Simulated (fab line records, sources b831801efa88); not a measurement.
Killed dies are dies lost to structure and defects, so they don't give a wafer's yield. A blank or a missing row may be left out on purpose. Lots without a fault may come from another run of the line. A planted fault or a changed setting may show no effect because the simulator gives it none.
fab line records | flow gf180mcu
record lots=5 wafers=15 last_day=34
route steps=602 shown STI@30 DNWELL@32 NWELL@42 LVPWELL@54
lots that met no fault: from a run of the same line without faults
start_h: hours from the record's first day to the start of the lot's first wafer shown | wait_h: hours since the lot's step before | " the same as in the row above | L1.1+2: a row that stands for several wafers | - no value, or no start given | * or withheld: withheld | < > ~ a bound
route shown NAME@n: a module of which the file shows steps, and the number in the route of the first | usual: mean/standard deviation of fault-free wafers | same: alike in all rows | chamber/n: place in a boat | sites: the reading at each site | _std_site: their standard deviation | _edge_site: outer sites' mean less inner sites' | radius_mm: how far each site lies from the wafer's centre | mask NAME#n: copy n | behind: the tool/chamber that last shaped the wafer | hold: why the lot was held/for how many hours/how that ended | device: the transistor (n, p or np) that didn't switch | end of line: the same wafers' tests at the end of the route | a step without rows: its recipe alone | killed: dies lost to structure and defects at the first sort, not the wafer's yield | map: a wafer's dies, x killed, . not, _ none there
set.NAME: the setting as run; set.NAME@STEP: as run at that earlier step | model.NAME: the simulator's own value behind a step, which no gauge read
lots at some steps of the route; a table a step, a row a wafer
services: from which hour (start_h, from the record's first day; less than 0 if before it) a tool's chamber was out of use, for how many hours, and why
## steps
# step GF_STI_OXIDATION_29
# recipe temp_c=900 ambient=O2 stabilise_s=600 purge_s=300 target_thk_a=100 ox_time_s=1418
# usual tube_center_temp_C=900/0.079
# same stabilise_s=600
# columns lot.wafer tool chamber start_h wait_h tube_center_temp_C
L084.1 furnace-01 0 90.29 4.0 900.01
L084.3 " 0 " " 899.98
L084.4 " 0 " " 900.01
L085.1 furnace-01 0 90.29 4.0 900.01
L085.2 " 0 " " 899.9
L085.3 " 0 " " 899.9
L089.1 furnace-01 0 110.51 0.8 899.88
L089.2 " 0 " " 899.84
L089.5 " 0 " " 900.08
L095.1 furnace-02 0 140.62 0.4 900.1
L095.3 " 0 " " 900.03
L095.6 " 0 " " 899.94
L097.1 furnace-02 0 146.51 0.9 900.07
L097.2 " 0 " " 900.07
L097.6 " 0 " " 900.04
# step GF_STI_THK_MEAS_30
# recipe reads=SiO2_of_STI_OXIDATION_29
# usual STI_OXIDATION_02_THK=10.02/0.18
# columns lot.wafer tool chamber start_h wait_h STI_OXIDATION_02_THK[nm]
L084.1 film_metro-04 - 91.68 0.0 9.84
L084.3 " - " " 9.88
L084.4 " - " " 9.79
L085.1 film_metro-01 - 91.68 0.0 9.85
L085.2 " - " " 9.96
L085.3 " - " " 10.00
L089.1 film_metro-02 - 111.93 0.0 10.18
L089.2 " - " " 10.34
L089.5 " - " " 10.02
L095.1 film_metro-04 - 142.02 0.0 10.00
L095.3 " - " " 9.88
L095.6 " - " " 9.85
L097.1 film_metro-02 - 147.91 0.0 9.99
L097.2 " - " " 10.11
L097.6 " - " " 10.06
# step GF_DNWELL_DEHYDRATE_00
# recipe temp_c=200 time_s=60
# usual chill_plate_temp_C=23.02/0.098 heater_power_total_W=160.37/0.13
# columns lot.wafer tool chamber start_h wait_h chill_plate_temp_C heater_power_total_W
L085.1 litho_track-04 0 97.50 5.8 22.91 160.37
L085.2 " 0 " " 22.96 160.35
L085.3 " 0 " " 22.98 160.53
L084.1 litho_track-01 0 97.58 5.9 22.94 160.31
L084.3 " 0 " " 22.99 160.39
L084.4 " 0 " " 22.88 160.35
L089.1 litho_track-01 0 118.08 6.1 22.97 160.32
L089.2 " 0 " " 22.87 160.31
L089.5 " 0 " " 22.89 160.45
L095.1 litho_track-04 0 149.45 7.4 23.17 160.14
L095.3 " 0 " " 23.04 160.30
L095.6 " 0 " " 23.08 160.41
L097.1 litho_track-04 0 155.00 7.1 23.08 160.36
L097.2 " 0 " " 22.93 160.11
L097.6 " 0 " " 23.02 160.49
# step GF_DNWELL_HMDS_01
# recipe prime_time_s=60 prime_temp_c=120
# usual chill_plate_temp_C=23.01/0.1
# columns lot.wafer tool chamber start_h wait_h chill_plate_temp_C
L085.1 litho_track-04 0 97.65 0.1 22.95
L085.2 " 0 " " 23.01
L085.3 " 0 " " 23.00
L084.1 litho_track-01 0 97.73 0.1 23.09
L084.3 " 0 " " 23.15
L084.4 " 0 " " 23.12
L089.1 litho_track-01 0 118.23 0.1 22.97
L089.2 " 0 " " 23.05
L089.5 " 0 " " 22.90
L095.1 litho_track-04 0 149.60 0.1 23.15
L095.3 " 0 " " 22.98
L095.6 " 0 " " 22.90
L097.1 litho_track-04 0 155.15 0.1 22.87
L097.2 " 0 " " 22.97
L097.6 " 0 " " 22.98
# step GF_DNWELL_COAT_02
# recipe spin_rpm=2000 resist_thk_nm=3000
# usual chill_plate_temp_C=23.00/0.11
# columns lot.wafer tool chamber start_h wait_h chill_plate_temp_C
L085.1 litho_track-04 0 97.80 0.1 23.02
L085.2 " 0 " " 23.11
L085.3 " 0 " " 22.99
L084.1 litho_track-01 0 97.88 0.1 23.01
L084.3 " 0 " " 23.12
L084.4 " 0 " " 23.10
L089.1 litho_track-01 0 118.38 0.1 22.91
L089.2 " 0 " " 22.99
L089.5 " 0 " " 23.01
L095.1 litho_track-04 0 149.75 0.1 22.99
L095.3 " 0 " " 23.07
L095.6 " 0 " " 22.93
L097.1 litho_track-04 0 155.30 0.1 23.12
L097.2 " 0 " " 23.10
L097.6 " 0 " " 23.11
# step GF_DNWELL_SOFTBAKE_03
# recipe temp_c=110 time_s=withheld
# usual chill_plate_temp_C=23.00/0.11 heater_power_total_W=65.30/0.13
# columns lot.wafer tool chamber start_h wait_h chill_plate_temp_C heater_power_total_W
L085.1 litho_track-04 0 97.95 0.1 22.81 65.32
L085.2 " 0 " " 23.05 65.09
L085.3 " 0 " " 22.97 65.35
L084.1 litho_track-01 0 98.03 0.1 23.03 65.11
L084.3 " 0 " " 23.02 65.48
L084.4 " 0 " " 22.90 65.27
L089.1 litho_track-01 0 118.53 0.1 23.08 65.24
L089.2 " 0 " " 23.09 65.13
L089.5 " 0 " " 22.95 65.49
L095.1 litho_track-04 0 149.90 0.1 22.98 65.43
L095.3 " 0 " " 22.85 65.29
L095.6 " 0 " " 22.92 65.26
L097.1 litho_track-04 0 155.45 0.1 22.92 65.20
L097.2 " 0 " " 22.96 65.18
L097.6 " 0 " " 22.90 65.24
# step GF_DNWELL_EXPOSE_04
# recipe mask_id=DNWELL target_cd_nm=1700 na=0.6 source_shape=conventional sigma_outer=0.6 dose_mj=260
# columns lot.wafer tool chamber start_h wait_h mask
L085.1+2+3 iline_stepper-01 0 - - DNWELL#0
L084.1+3+4 iline_stepper-01 0 - - DNWELL#0
L089.1+2+5 iline_stepper-01 0 - - DNWELL#0
L095.1+3+6 iline_stepper-01 0 - - DNWELL#0
L097.1+2+6 iline_stepper-02 0 - - DNWELL#0
# step GF_DNWELL_PEB_05
# recipe temp_c=115 time_s=withheld
# usual chill_plate_temp_C=23.03/0.092 heater_power_total_W=69.33/0.13
# columns lot.wafer tool chamber start_h wait_h chill_plate_temp_C heater_power_total_W
L085.1 litho_track-04 0 - - 23.10 69.39
L085.2 " 0 " " 23.09 69.48
L085.3 " 0 " " 23.02 69.39
L084.1 litho_track-01 0 - - 22.98 69.19
L084.3 " 0 " " 23.11 69.41
L084.4 " 0 " " 22.99 69.15
L089.1 litho_track-04 0 - - 23.02 69.58
L089.2 " 0 " " 23.05 69.36
L089.5 " 0 " " 23.22 69.12
L095.1 litho_track-01 0 - - 23.01 69.54
L095.3 " 0 " " 23.09 69.13
L095.6 " 0 " " 23.01 69.21
L097.1 litho_track-02 0 - - 22.86 69.56
L097.2 " 0 " " 22.89 69.16
L097.6 " 0 " " 22.98 69.16
# step GF_DNWELL_DEVELOP_06
# recipe wall_angle_deg=90 develop_time_s=60 dev_temp_c=23
# usual chill_plate_temp_C=22.99/0.12
# columns lot.wafer tool chamber start_h wait_h chill_plate_temp_C
L085.1 litho_track-04 0 - - 22.96
L085.2 " 0 " " 23.03
L085.3 " 0 " " 23.07
L084.1 litho_track-01 0 - - 23.01
L084.3 " 0 " " 23.02
L084.4 " 0 " " 23.13
L089.1 litho_track-04 0 - - 22.96
L089.2 " 0 " " 22.82
L089.5 " 0 " " 22.93
L095.1 litho_track-01 0 - - 23.28
L095.3 " 0 " " 23.23
L095.6 " 0 " " 23.29
L097.1 litho_track-02 0 - - 23.06
L097.2 " 0 " " 23.15
L097.6 " 0 " " 23.05
# step GF_DNWELL_IMPLANT_07
# recipe species=P energy_kev=1500 dose_cm2=9.872e+12 tilt_deg=0
# usual beam_energy_keV=1499.9/0.45
# columns lot.wafer tool chamber start_h wait_h beam_energy_keV
L085.1 implanter-03 0 105.30 - 1499.5
L085.2 " 0 " " 1499.4
L085.3 " 0 " " 1500.2
L084.1 implanter-02 0 105.38 - 1500.3
L084.3 " 0 " " 1499.4
L084.4 " 0 " " 1499.9
L089.1 implanter-02 0 126.35 - 1500.0
L089.2 " 0 " " 1500.2
L089.5 " 0 " " 1500.3
L095.1 implanter-03 0 157.58 - 1500.4
L095.3 " 0 " " 1500.5
L095.6 " 0 " " 1499.9
L097.1 implanter-01 0 163.40 - 1499.6
L097.2 " 0 " " 1499.6
L097.6 " 0 " " 1499.0
# step GF_DNWELL_STRIP_08
# recipe chemistry=O2/N2 power_w=1400 pressure_mtorr=1500 platen_temp_c=250 o2_flow_sccm=3000 n2_flow_sccm=300 overash_fraction=0.5
# usual chamber_pressure_mTorr=1499.9/1.9 drypump_motor_current_A=5.8/0.52 heater_power_w=332/20 oes_product_au=0.722/0.0047 strip_time_to_endpoint_s=36.97/0.11
# columns lot.wafer tool chamber start_h wait_h chamber_pressure_mTorr drypump_motor_current_A heater_power_w oes_product_au rf_hours_counter_h strip_time_to_endpoint_s
L085.1 plasma_asher-01 1 105.45 0.1 1499.6 5.3 355 0.720 46 37.21
L085.2 " 0 " " 1500.0 5.7 326 0.718 46 37.14
L085.3 " 1 " " 1497.7 5.3 350 0.725 - 37.12
L084.1 plasma_asher-04 0 105.53 0.1 1500.6 5.5 319 0.720 45 36.92
L084.3 " 1 " " 1499.6 5.5 344 0.730 - 36.99
L084.4 " 0 " " 1498.3 5.5 318 0.726 - 36.98
L089.1 plasma_asher-03 1 126.50 0.1 1498.6 6.8 352 0.724 33 36.88
L089.2 " 0 " " 1500.3 5.8 307 0.710 33 36.82
L089.5 " 1 " " 1498.6 6.8 362 0.729 - 36.83
L095.1 plasma_asher-04 1 157.73 0.1 1500.5 5.4 314 0.721 4 36.94
L095.3 " 0 " " 1498.0 5.5 309 0.719 - 36.94
L095.6 " 0 " " 1501.7 5.5 302 0.717 - 36.85
L097.1 plasma_asher-01 1 163.55 0.1 1498.2 5.3 357 0.714 53 37.01
L097.2 " 0 " " 1499.5 5.7 318 0.715 53 36.87
L097.6 " 1 " " 1501.9 5.3 354 0.725 - 36.88
# step GF_DNWELL_TW_MEAS_09
# usual DNWELL_TW=1341/18
# columns lot.wafer tool chamber start_h wait_h DNWELL_TW
L085.1 film_metro-03 - 105.55 0.1 1354
L085.2 " - " " 1357
L085.3 " - " " 1352
L084.1 film_metro-04 - 105.63 0.1 1340
L084.3 " - " " 1342
L084.4 " - " " 1341
L089.1 film_metro-03 - 126.60 0.1 1355
L089.2 " - " " 1351
L089.5 " - " " 1354
L095.1 film_metro-04 - 157.83 0.1 1353
L095.3 " - " " 1363
L095.6 " - " " 1348
L097.1 film_metro-04 - 163.65 0.1 1349
L097.2 " - " " 1350
L097.6 " - " " 1349
# step GF_NWELL_DEHYDRATE_00
# recipe temp_c=200 time_s=60
# usual chill_plate_temp_C=23.00/0.11 heater_power_total_W=160.36/0.14
# columns lot.wafer tool chamber start_h wait_h chill_plate_temp_C heater_power_total_W
L085.1 litho_track-03 0 112.00 6.4 22.95 160.46
L085.2 " 0 " " 22.69 160.58
L085.3 " 0 " " 22.87 160.20
L084.1 litho_track-01 0 112.03 6.4 23.07 160.24
L084.3 " 0 " " 22.93 160.39
L084.4 " 0 " " 22.93 160.36
L089.1 litho_track-04 0 133.00 6.4 23.12 160.54
L089.2 " 0 " " 23.01 160.17
L089.5 " 0 " " 23.06 160.28
L095.1 litho_track-03 0 165.69 7.9 23.11 160.46
L095.3 " 0 " " 23.14 160.26
L095.6 " 0 " " 23.00 160.58
L097.1 litho_track-04 0 171.55 7.9 22.90 160.35
L097.2 " 0 " " 23.02 160.10
L097.6 " 0 " " 22.89 160.53
# step GF_NWELL_HMDS_01
# recipe prime_time_s=60 prime_temp_c=120
# usual chill_plate_temp_C=23.00/0.097
# columns lot.wafer tool chamber start_h wait_h chill_plate_temp_C
L085.1 litho_track-03 0 112.15 0.1 23.03
L085.2 " 0 " " 23.22
L085.3 " 0 " " 23.15
L084.1 litho_track-01 0 112.18 0.1 22.82
L084.3 " 0 " " 23.10
L084.4 " 0 " " 22.96
L089.1 litho_track-04 0 133.15 0.1 23.00
L089.2 " 0 " " 22.95
L089.5 " 0 " " 22.98
L095.1 litho_track-03 0 165.84 0.1 23.10
L095.3 " 0 " " 23.00
L095.6 " 0 " " 22.99
L097.1 litho_track-04 0 171.70 0.1 22.91
L097.2 " 0 " " 22.93
L097.6 " 0 " " 23.04
# step GF_NWELL_COAT_02
# recipe spin_rpm=2000 resist_thk_nm=3000
# usual chill_plate_temp_C=23.02/0.1
# columns lot.wafer tool chamber start_h wait_h chill_plate_temp_C
L085.1 litho_track-03 0 112.30 0.1 23.06
L085.2 " 0 " " 23.12
L085.3 " 0 " " 22.99
L084.1 litho_track-01 0 112.33 0.1 23.01
L084.3 " 0 " " 22.97
L084.4 " 0 " " 22.85
L089.1 litho_track-04 0 133.30 0.1 23.07
L089.2 " 0 " " 23.01
L089.5 " 0 " " 23.29
L095.1 litho_track-03 0 165.99 0.1 22.98
L095.3 " 0 " " 22.91
L095.6 " 0 " " 23.00
L097.1 litho_track-04 0 171.85 0.1 23.11
L097.2 " 0 " " 23.01
L097.6 " 0 " " 22.91
# step GF_NWELL_SOFTBAKE_03
# recipe temp_c=110 time_s=withheld
# usual chill_plate_temp_C=22.99/0.11 heater_power_total_W=65.33/0.14
# columns lot.wafer tool chamber start_h wait_h chill_plate_temp_C heater_power_total_W
L085.1 litho_track-03 0 112.45 0.1 23.05 65.11
L085.2 " 0 " " 23.08 65.10
L085.3 " 0 " " 22.85 65.53
L084.1 litho_track-01 0 112.48 0.1 22.94 65.51
L084.3 " 0 " " 23.05 65.38
L084.4 " 0 " " 23.04 65.57
L089.1 litho_track-04 0 133.45 0.1 23.02 65.43
L089.2 " 0 " " 23.01 65.20
L089.5 " 0 " " 22.93 65.14
L095.1 litho_track-03 0 166.14 0.1 23.10 65.29
L095.3 " 0 " " 23.01 65.39
L095.6 " 0 " " 22.95 65.17
L097.1 litho_track-04 0 172.00 0.1 22.90 65.42
L097.2 " 0 " " 22.88 65.36
L097.6 " 0 " " 22.94 65.14
# step GF_NWELL_EXPOSE_04
# recipe mask_id=Nwell target_cd_nm=860 na=0.6 source_shape=conventional sigma_outer=0.6 dose_mj=260
# columns lot.wafer tool chamber start_h wait_h mask
L085.1+2+3 iline_stepper-02 0 - - Nwell#0
L084.1+3+4 iline_stepper-01 0 - - Nwell#0
L089.1+2+5 iline_stepper-02 0 - - Nwell#0
L095.1+3+6 iline_stepper-01 0 - - Nwell#0
L097.1+2+6 iline_stepper-01 0 - - Nwell#0
# step GF_NWELL_PEB_05
# recipe temp_c=115 time_s=withheld
# usual chill_plate_temp_C=23.00/0.11 heater_power_total_W=69.33/0.13
# columns lot.wafer tool chamber start_h wait_h chill_plate_temp_C heater_power_total_W
L085.1 litho_track-03 0 - - 23.16 69.41
L085.2 " 0 " " 23.13 69.25
L085.3 " 0 " " 23.03 69.22
L084.1 litho_track-04 0 - - 23.11 69.55
L084.3 " 0 " " 22.93 69.17
L084.4 " 0 " " 23.00 69.46
L089.1 litho_track-01 0 - - 23.10 69.51
L089.2 " 0 " " 23.00 69.21
L089.5 " 0 " " 23.06 69.43
L095.1 litho_track-03 0 - - 22.85 69.36
L095.3 " 0 " " 23.14 69.31
L095.6 " 0 " " 23.05 69.31
L097.1 litho_track-04 0 - - 23.00 69.34
L097.2 " 0 " " 23.07 69.19
L097.6 " 0 " " 22.94 69.32
# step GF_NWELL_DEVELOP_06
# recipe wall_angle_deg=90 develop_time_s=60 dev_temp_c=23
# usual chill_plate_temp_C=23.02/0.1
# columns lot.wafer tool chamber start_h wait_h chill_plate_temp_C
L085.1 litho_track-03 0 - - 23.11
L085.2 " 0 " " 22.87
L085.3 " 0 " " 22.88
L084.1 litho_track-04 0 - - 23.08
L084.3 " 0 " " 23.11
L084.4 " 0 " " 23.05
L089.1 litho_track-01 0 - - 22.99
L089.2 " 0 " " 22.98
L089.5 " 0 " " 22.86
L095.1 litho_track-03 0 - - 22.98
L095.3 " 0 " " 22.93
L095.6 " 0 " " 22.87
L097.1 litho_track-04 0 - - 23.07
L097.2 " 0 " " 23.14
L097.6 " 0 " " 23.12
# step GF_NWELL_OVL_MEAS_07
# usual NWELL_OVL=-0.4/2.1
# columns lot.wafer tool chamber start_h wait_h NWELL_OVL[nm]
L085.1 overlay-02 - 120.00 - -2.9
L085.2 " - " " -4.3
L085.3 " - " " -3.0
L084.1 overlay-02 - 120.10 - 2.8
L084.3 " - " " 3.0
L084.4 " - " " 1.7
L089.1 overlay-01 - 140.93 - -2.3
L089.2 " - " " -2.7
L089.5 " - " " -2.1
L095.1 overlay-02 - 174.29 - 1.4
L095.3 " - " " 0.3
L095.6 " - " " -2.2
L097.1 overlay-02 - 179.30 - 3.8
L097.2 " - " " 2.0
L097.6 " - " " 3.4
# step GF_NWELL_IMPLANT_08
# recipe species=P energy_kev=450 dose_cm2=1.5e+13 tilt_deg=0
# usual beam_energy_keV=449.98/0.14
# columns lot.wafer tool chamber start_h wait_h beam_energy_keV
L085.1 implanter-02 0 120.03 0.0 449.73
L085.2 " 0 " " 449.90
L085.3 " 0 " " 449.73
L084.1 implanter-03 0 120.13 0.0 450.09
L084.3 " 0 " " 450.03
L084.4 " 0 " " 450.14
L089.1 implanter-04 0 140.97 0.0 449.96
L089.2 " 0 " " 450.16
L089.5 " 0 " " 449.84
L095.1 implanter-02 0 174.33 0.0 449.80
L095.3 " 0 " " 450.15
L095.6 " 0 " " 449.94
L097.1 implanter-04 0 179.33 0.0 449.89
L097.2 " 0 " " 449.92
L097.6 " 0 " " 449.69
# step GF_NWELL_IMPLANT_09
# recipe species=P energy_kev=160 dose_cm2=4e+12 tilt_deg=0
# usual beam_energy_keV=159.99/0.056
# columns lot.wafer tool chamber start_h wait_h beam_energy_keV
L085.1 implanter-02 0 120.18 0.1 159.97
L085.2 " 0 " " 159.93
L085.3 " 0 " " 159.99
L084.1 implanter-03 0 120.28 0.1 160.02
L084.3 " 0 " " 159.98
L084.4 " 0 " " 159.95
L089.1 implanter-04 0 141.12 0.1 160.08
L089.2 " 0 " " 160.06
L089.5 " 0 " " 160.03
L095.1 implanter-02 0 174.48 0.1 159.97
L095.3 " 0 " " 160.03
L095.6 " 0 " " 159.92
L097.1 implanter-04 0 179.48 0.1 160.02
L097.2 " 0 " " 159.87
L097.6 " 0 " " 159.92
# step GF_NWELL_STRIP_10
# recipe chemistry=O2/N2 power_w=1400 pressure_mtorr=1500 platen_temp_c=250 o2_flow_sccm=3000 n2_flow_sccm=300 overash_fraction=0.5
# usual chamber_pressure_mTorr=1500.2/1.3 drypump_motor_current_A=5.7/0.41 heater_power_w=322/18 oes_product_au=0.722/0.0044 strip_time_to_endpoint_s=36.95/0.086
# columns lot.wafer tool chamber start_h wait_h chamber_pressure_mTorr drypump_motor_current_A heater_power_w oes_product_au rf_hours_counter_h strip_time_to_endpoint_s
L085.1 plasma_asher-01 1 120.33 0.1 1499.7 5.3 357 0.719 48 36.91
L085.2 " 0 " " 1501.6 5.7 317 0.716 48 36.96
L085.3 " 0 " " 1499.2 5.7 322 0.723 - 36.76
L084.1 plasma_asher-02 0 120.43 0.1 1498.6 5.7 316 0.728 45 36.97
L084.3 " 0 " " 1496.6 5.7 310 0.727 - 36.97
L084.4 " 1 " " 1500.7 6.5 308 0.725 - 36.82
L089.1 plasma_asher-01 0 141.27 0.1 1500.2 5.7 327 0.724 50 36.80
L089.2 " 1 " " 1500.7 5.3 347 0.726 50 36.88
L089.5 " 1 " " 1500.8 5.3 343 0.726 - 36.89
L095.1 plasma_asher-04 0 174.63 0.1 1499.5 5.5 309 0.720 6 37.06
L095.3 " 0 " " 1499.7 5.5 311 0.716 - 36.91
L095.6 " 1 " " 1498.8 5.4 312 0.720 - 36.99
L097.1 plasma_asher-02 1 179.63 0.1 1500.7 6.5 305 0.724 51 37.00
L097.2 " 0 " " 1499.7 5.7 311 0.719 51 36.94
L097.6 " 1 " " 1502.9 6.5 306 0.724 - 36.90
# step GF_NWELL_TW_MEAS_11
# usual NWELL_TW=1570/16
# columns lot.wafer tool chamber start_h wait_h NWELL_TW
L085.1 film_metro-03 - 120.43 0.1 1595
L085.2 " - " " 1588
L085.3 " - " " 1603
L084.1 film_metro-01 - 120.53 0.1 1572
L084.3 " - " " 1567
L084.4 " - " " 1570
L089.1 film_metro-03 - 141.37 0.1 1586
L089.2 " - " " 1588
L089.5 " - " " 1596
L095.1 film_metro-03 - 174.73 0.1 1578
L095.3 " - " " 1574
L095.6 " - " " 1574
L097.1 film_metro-02 - 179.73 0.1 1542
L097.2 " - " " 1545
L097.6 " - " " 1548
# step GF_LVPWELL_DEHYDRATE_00
# recipe temp_c=200 time_s=60
# usual chill_plate_temp_C=22.99/0.12 heater_power_total_W=160.39/0.13
# columns lot.wafer tool chamber start_h wait_h chill_plate_temp_C heater_power_total_W
L085.1 litho_track-04 0 127.35 6.9 22.81 160.60
L085.2 " 0 " " 23.03 160.44
L085.3 " 0 " " 23.03 160.39
L084.1 litho_track-03 0 127.80 7.3 22.96 160.53
L084.3 " 0 " " 22.95 160.59
L084.4 " 0 " " 22.88 160.30
L089.1 litho_track-04 0 148.80 7.4 23.07 160.31
L089.2 " 0 " " 23.11 160.38
L089.5 " 0 " " 22.98 160.40
L095.1 litho_track-03 0 182.39 7.7 23.17 160.23
L095.3 " 0 " " 23.03 160.26
L095.6 " 0 " " 23.02 160.31
L097.1 litho_track-04 0 187.75 8.0 22.95 160.40
L097.2 " 0 " " 22.83 160.53
L097.6 " 0 " " 22.62 160.42
# step GF_LVPWELL_HMDS_01
# recipe prime_time_s=60 prime_temp_c=120
# usual chill_plate_temp_C=23.00/0.11
# columns lot.wafer tool chamber start_h wait_h chill_plate_temp_C
L085.1 litho_track-04 0 127.50 0.1 23.17
L085.2 " 0 " " 23.12
L085.3 " 0 " " 23.21
L084.1 litho_track-03 0 127.95 0.1 22.99
L084.3 " 0 " " 22.86
L084.4 " 0 " " 22.83
L089.1 litho_track-04 0 148.95 0.1 22.96
L089.2 " 0 " " 22.81
L089.5 " 0 " " 23.14
L095.1 litho_track-03 0 182.54 0.1 23.10
L095.3 " 0 " " 22.98
L095.6 " 0 " " 23.02
L097.1 litho_track-04 0 187.90 0.1 23.13
L097.2 " 0 " " 23.11
L097.6 " 0 " " 23.11
# step GF_LVPWELL_COAT_02
# recipe spin_rpm=2000 resist_thk_nm=3000
# usual chill_plate_temp_C=22.98/0.096
# columns lot.wafer tool chamber start_h wait_h chill_plate_temp_C
L085.1 litho_track-04 0 127.65 0.1 22.88
L085.2 " 0 " " 22.96
L085.3 " 0 " " 22.96
L084.1 litho_track-03 0 128.10 0.1 23.03
L084.3 " 0 " " 23.00
L084.4 " 0 " " 23.00
L089.1 litho_track-04 0 149.10 0.1 23.10
L089.2 " 0 " " 22.89
L089.5 " 0 " " 23.07
L095.1 litho_track-03 0 182.69 0.1 23.05
L095.3 " 0 " " 22.97
L095.6 " 0 " " 22.93
L097.1 litho_track-04 0 188.05 0.1 23.05
L097.2 " 0 " " 23.05
L097.6 " 0 " " 22.97
# step GF_LVPWELL_SOFTBAKE_03
# recipe temp_c=110 time_s=withheld
# usual chill_plate_temp_C=23.00/0.11 heater_power_total_W=65.30/0.14
# columns lot.wafer tool chamber start_h wait_h chill_plate_temp_C heater_power_total_W
L085.1 litho_track-04 0 127.80 0.1 23.09 65.10
L085.2 " 0 " " 23.03 65.43
L085.3 " 0 " " 23.03 65.19
L084.1 litho_track-03 0 128.25 0.1 23.26 65.21
L084.3 " 0 " " 23.21 65.37
L084.4 " 0 " " 23.20 65.10
L089.1 litho_track-04 0 149.25 0.1 23.07 65.09
L089.2 " 0 " " 22.94 65.36
L089.5 " 0 " " 22.97 65.48
L095.1 litho_track-03 0 182.84 0.1 23.02 65.19
L095.3 " 0 " " 23.01 65.48
L095.6 " 0 " " 22.89 65.32
L097.1 litho_track-04 0 188.20 0.1 22.93 65.44
L097.2 " 0 " " 22.90 65.12
L097.6 " 0 " " 23.04 65.15
# step GF_LVPWELL_EXPOSE_04
# recipe mask_id=LVPWELL target_cd_nm=600 na=0.6 source_shape=conventional sigma_outer=0.6 dose_mj=260
# columns lot.wafer tool chamber start_h wait_h mask
L085.1+2+3 iline_stepper-01 0 - - LVPWELL#0
L084.1+3+4 iline_stepper-02 0 - - LVPWELL#0
L089.1+2+5 iline_stepper-01 0 - - LVPWELL#0
L095.1+3+6 iline_stepper-01 0 - - LVPWELL#0
L097.1+2+6 iline_stepper-01 0 - - LVPWELL#0
# step GF_LVPWELL_PEB_05
# recipe temp_c=115 time_s=withheld
# usual chill_plate_temp_C=22.98/0.098 heater_power_total_W=69.35/0.12
# columns lot.wafer tool chamber start_h wait_h chill_plate_temp_C heater_power_total_W
L085.1 litho_track-02 0 - - 22.91 69.54
L085.2 " 0 " " 22.86 69.35
L085.3 " 0 " " 23.03 69.45
L084.1 litho_track-04 0 - - 22.85 69.20
L084.3 " 0 " " 22.89 69.25
L084.4 " 0 " " 22.91 69.35
L089.1 litho_track-02 0 - - 23.35 69.41
L089.2 " 0 " " 23.01 69.23
L089.5 " 0 " " 23.22 69.08
L095.1 litho_track-03 0 - - 23.03 69.30
L095.3 " 0 " " 23.01 69.39
L095.6 " 0 " " 23.09 69.18
L097.1 litho_track-04 0 - - 22.98 69.13
L097.2 " 0 " " 23.00 69.27
L097.6 " 0 " " 22.95 69.29
# step GF_LVPWELL_DEVELOP_06
# recipe wall_angle_deg=90 develop_time_s=60 dev_temp_c=23.56
# usual chill_plate_temp_C=22.99/0.11
# columns lot.wafer tool chamber start_h wait_h chill_plate_temp_C
L085.1 litho_track-02 0 - - 23.15
L085.2 " 0 " " 23.06
L085.3 " 0 " " 23.02
L084.1 litho_track-04 0 - - 22.95
L084.3 " 0 " " 22.89
L084.4 " 0 " " 22.82
L089.1 litho_track-02 0 - - 23.08
L089.2 " 0 " " 22.98
L089.5 " 0 " " 23.11
L095.1 litho_track-03 0 - - 22.99
L095.3 " 0 " " 22.99
L095.6 " 0 " " 23.09
L097.1 litho_track-04 0 - - 23.06
L097.2 " 0 " " 23.01
L097.6 " 0 " " 22.96
# step GF_LVPWELL_OVL_MEAS_07
# usual LVPWELL_OVL=0.7/1.2
# columns lot.wafer tool chamber start_h wait_h LVPWELL_OVL[nm]
L085.1 overlay-02 - 134.20 - -1.1
L085.2 " - " " 3.1
L085.3 " - " " 0.5
L084.1 overlay-01 - 134.60 - 2.3
L084.3 " - " " -0.4
L084.4 " - " " 1.8
L089.1 overlay-01 - 157.20 - 1.4
L089.2 " - " " 1.0
L089.5 " - " " 0.2
L095.1 overlay-01 - 191.19 - 3.0
L095.3 " - " " 2.1
L095.6 " - " " 2.7
L097.1 overlay-02 - 195.95 - -0.3
L097.2 " - " " -0.4
L097.6 " - " " 1.1
# step GF_LVPWELL_IMPLANT_08
# recipe species=B energy_kev=170 dose_cm2=1.5e+13 tilt_deg=0
# usual beam_energy_keV=169.99/0.052
# columns lot.wafer tool chamber start_h wait_h beam_energy_keV
L085.1 implanter-01 0 134.24 0.0 170.05
L085.2 " 0 " " 170.04
L085.3 " 0 " " 170.07
L084.1 implanter-04 0 134.63 0.0 170.07
L084.3 " 0 " " 170.00
L084.4 " 0 " " 170.10
L089.1 implanter-01 0 157.24 0.0 170.03
L089.2 " 0 " " 170.10
L089.5 " 0 " " 170.04
L095.1 implanter-01 0 191.23 0.0 169.94
L095.3 " 0 " " 169.95
L095.6 " 0 " " 169.93
L097.1 implanter-01 0 195.98 0.0 169.95
L097.2 " 0 " " 169.99
L097.6 " 0 " " 170.08
# step GF_LVPWELL_IMPLANT_09
# recipe species=B energy_kev=60 dose_cm2=5e+12 tilt_deg=0
# usual beam_energy_keV=59.998/0.017
# columns lot.wafer tool chamber start_h wait_h beam_energy_keV
L085.1 implanter-01 0 134.39 0.1 60.004
L085.2 " 0 " " 59.992
L085.3 " 0 " " 59.991
L084.1 implanter-04 0 134.78 0.1 60.007
L084.3 " 0 " " 60.004
L084.4 " 0 " " 59.983
L089.1 implanter-01 0 157.39 0.1 59.997
L089.2 " 0 " " 59.989
L089.5 " 0 " " 59.987
L095.1 implanter-01 0 191.38 0.1 59.999
L095.3 " 0 " " 59.981
L095.6 " 0 " " 60.003
L097.1 implanter-01 0 196.13 0.1 60.033
L097.2 " 0 " " 60.010
L097.6 " 0 " " 60.013
## services
# columns tool chamber start_h hours kind
furnace-01 - 67.29 18.7 pm
implanter-04 - 73.53 5.4 repair
furnace-02 - 86.37 1.7 pm
iline_stepper-01 - 89.83 1.7 pm
furnace-01 - 94.37 3.7 pm
plasma_asher-03 - 98.06 2.1 repair
implanter-01 - 101.33 5.5 repair
iline_stepper-01 0 103.19 - calibration
furnace-01 - 103.49 2.7 pm
plasma_asher-04 - 108.75 9.0 pm
plasma_asher-04 0 108.75 9.0 vent_cycle
plasma_asher-04 1 108.75 9.0 vent_cycle
plasma_asher-04 0 117.75 - clean
plasma_asher-04 1 117.75 - clean
iline_stepper-02 0 124.83 - calibration
iline_stepper-01 - 151.23 6.1 repair
implanter-02 - 156.61 3.9 pm
furnace-02 - 157.47 4.5 pm
implanter-01 - 189.02 1.5 repair
implanter-03 - 193.28 0.8 repair
implanter-02 - 194.07 8.8 pm
implanter-04 - 194.58 4.9 pm
## key
fault none
